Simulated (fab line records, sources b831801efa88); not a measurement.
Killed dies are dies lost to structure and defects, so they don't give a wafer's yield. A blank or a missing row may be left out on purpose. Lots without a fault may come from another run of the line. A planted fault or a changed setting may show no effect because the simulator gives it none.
Chamber matching | flow sky130 | SKY_VIA1_CMP_02 on cmp-01: 4 sister chambers
The step polishes SiO2. 7 wafers are shown with their chamber, then 7 later ones without.

WAFERS WITH THEIR CHAMBER
wafer  | chamber | motor_current_A (A) | head_pressure_psi (psi)
L887.6 | 1       | 10.2                | 4.010
L892.1 | 2       | 11.2                | 3.993
L893.4 | 0       | 10.8                | 3.992
L893.6 | 0       | 11.5                | 4.006
L894.1 | 2       | 11.4                | 4.010
L894.3 | 3       | 13.6                | 4.007
L894.5 | 3       | 13.8                | 4.013

WAFERS WITHOUT THEIR CHAMBER
wafer  | motor_current_A (A) | head_pressure_psi (psi)
L895.1 | 11.5                | 4.007
L895.5 | 13.5                | 4.007
L895.6 | 11.2                | 4.005
L898.6 | 11.3                | 3.994
L906.4 | 11.5                | 3.986
L906.5 | 11.2                | 3.982
L906.6 | 13.2                | 3.990

WHICH CHAMBER EACH WENT THROUGH
wafer  | from the rows above     | in truth
L895.1 | can't be placed: 2 or 0 | 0
L895.5 | 3                       | 3
L895.6 | can't be placed: 2 or 0 | 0
L898.6 | can't be placed: 0 or 2 | 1
L906.4 | can't be placed: 2 or 0 | 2
L906.5 | can't be placed: 0 or 2 | 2
L906.6 | 3                       | 3
Placed correctly: 2 of 7. Can't be placed from these rows: 5 (the true chamber is among the candidates in 4). Placed wrongly: 0.
How it was worked out, from the rows above alone: a wafer's distance from a chamber is the root of the sum, over the readings, of the square of ((its reading less the chamber's mean) divided by the reading's scatter). The wafer belongs to the nearest chamber; if the next one is less than 2 further off, it can't be placed. A chamber's mean is the mean of its shown wafers. The scatter: the root of (the sum of the squares of (reading less its chamber's mean) over the shown wafers, divided by (wafers less chambers)).
